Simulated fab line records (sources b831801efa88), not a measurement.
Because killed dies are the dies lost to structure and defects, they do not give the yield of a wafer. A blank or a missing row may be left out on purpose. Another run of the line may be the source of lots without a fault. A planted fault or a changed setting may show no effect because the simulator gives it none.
Comparing a struck lot with a sound one -- flow sky130 -- 17 steps out of a route of 708
Sound: the wafers L379.1, L379.3, L379.5. Struck: wafer L376.5. (L376.1, L376.6 of the same lot were not struck and are left out.) The cause comes at the end.
For every step that has rows: the tool of each side, followed by ch and its chambers, followed by its first start. Under that, the readings that differ: sound wafers -- struck wafers -- difference of the means -- sigmas: that difference in standard deviations of wafers without a fault.
alike: words and numbers the same on both sides, and readings whose means are apart by under 2 such deviations; not compared: readings that were withheld, readings missing a value for some wafer, numbers with overlapping values and no deviation given by the record, and bounds like >300 which may hide the same value.
A row with sigmas, a row that says differs or no value, or rows on one side alone: a step with any of these is where the two part. Numbers that have no deviation but don't overlap get no sigmas and don't part them. A reading that every wafer of one side lacks parts them only if that side has two wafers or more.

first, 3 steps without rows for these wafers: SKY_VIA1_EXPOSE_09 (exposes mask VIM, target cd 150 nm); SKY_VIA1_PEB_10; SKY_VIA1_DEVELOP_11 (develop time 60 s).
SKY_VIA1_CD_MEAS_12: the cd target is 150 nm.
  sound: cd_sem-01 at day 38 03:42; struck: cd_sem-02 at day 37 00:27
  alike: cd_nm
SKY_VIA1_OVL_MEAS_13:
  sound: overlay-01 at day 38 03:49; struck: overlay-01 at day 37 00:34
  alike: VIA1_OVL
SKY_VIA1_ETCH_14: etches BARC in N2/H2, stops on SiO2, time 45.9 s, target depth 60 nm.
  sound on rie_diel-04 ch 0,1, day 38 03:52; struck on rie_diel-02 ch 0, day 37 00:37
reading,sound,struck,difference,sigmas
throttle_valve_pct (%),13.222 13.238 13.227,13.198,-0.031,-3
  alike: drypump_motor_current_A, oes_product_au
  not compared: rf_hours_counter_h
SKY_VIA1_ETCH_15: etches SiO2 in C4F8/O2/Ar, stops on TiN, target depth 351 nm, time 54 s.
  sound on rie_diel-04 ch 0,1, day 38 03:54; struck on rie_diel-02 ch 0, day 37 00:39
  alike: oes_product_au
  not compared: rf_hours_counter_h
SKY_VIA1_STRIP_16: strips in O2/N2.
  sound on plasma_asher-02 ch 0,1, day 38 03:57; struck on plasma_asher-03 ch 1, day 37 00:42
reading,sound,struck,difference,sigmas
oes_product_au (a.u.),0.420 0.411 0.420,0.408,-0.009,-2
  alike: drypump_motor_current_A, strip_time_to_endpoint_s
  not compared: rf_hours_counter_h
then, 3 steps without rows for these wafers: SKY_VIA1_STRIP_17 (strips in post etch residue remover, time 1200 s); SKY_VIA1_CLEAN_18 (cleans in IPA, time 180 s); SKY_VIA1_CLEAN_19 (cleans in O3/DIW).
SKY_VIA1_SPUTTER_20: material TiN, target thk 20 nm, time 80 s.
  sound: pvd_sputter-03 at day 38 04:33; struck: pvd_sputter-02 at day 37 01:17
  alike: throttle_valve_pct
SKY_VIA1_CVD_21: deposits W, target thk 270 nm, time 80.902 s.
  sound on cvd_w-02 ch 0, day 38 04:37; struck on cvd_w-01 ch 0, day 37 01:21
reading,sound,struck,difference,sigmas
chamber_pressure_Torr (Torr),39.89 40.06 39.91,43.74,+3.79,+44
heater_power_outer_w (W),450 444 447,550,+103,+2
model.W_of_VIA1_CVD_21.thk_nm (nm),267.1 267.6 266.7,281.9,+14.8,
  alike: heater_power_w
  not compared: since_wet_clean_h
SKY_VIA1_RS_MEAS_22: uses a four-point probe to measure.
  sound: film_metro-04 at day 38 04:42; struck: film_metro-04 at day 37 01:26
reading,sound,struck,difference,sigmas
VIA1_W_RS (ohm/sq),0.432 0.430 0.432,0.407,-0.024,-6
SKY_VIA1_THK_MEAS_23: measures by xrf.
  sound: film_metro-04 at day 38 04:49; struck: film_metro-04 at day 37 01:34
reading,sound,struck,difference,sigmas
VIA1_W_THK (nm),272 274 273,289,+16,+5
SKY_VIA1_CMP_24: polishes, stops on SiO2, t overpolish 15 s, target thk 0 nm.
  sound on cmp-02 ch 1,2,3, day 38 04:53; struck on cmp-01 ch 0, day 37 01:43
  alike: motor_current_A, overpolish_run_s, time_to_endpoint_s
-- the record jumps here: 11 days lie between the struck wafers' starts before and after (it left off in module VIA1 and takes up again in module PAD_OPEN, whose first step shown is number 708 of the route) --
SKY_PAD_OPEN_PROBE_99:
  sound: prober-01 at day 48 23:26; struck: prober-02 at day 48 03:00
  alike: defect_limited_yield, killed_at_M0_to_M3, killed_at_M4_up, killed_at_contacts, killed_at_front_end, killed_at_other, killed_dies, killed_open, killed_short, sort_bin_3_pad_short, sort_bin_5_function, sort_bin_6_memory, sort_n_pass, sort_yield_pct

WHERE THEY PART
At SKY_VIA1_ETCH_14 first; at SKY_VIA1_THK_MEAS_23 last (within this record only). Later steps at which nothing parts them and some readings are alike: SKY_VIA1_CMP_24, SKY_PAD_OPEN_PROBE_99.

WHY: what the simulator had put in
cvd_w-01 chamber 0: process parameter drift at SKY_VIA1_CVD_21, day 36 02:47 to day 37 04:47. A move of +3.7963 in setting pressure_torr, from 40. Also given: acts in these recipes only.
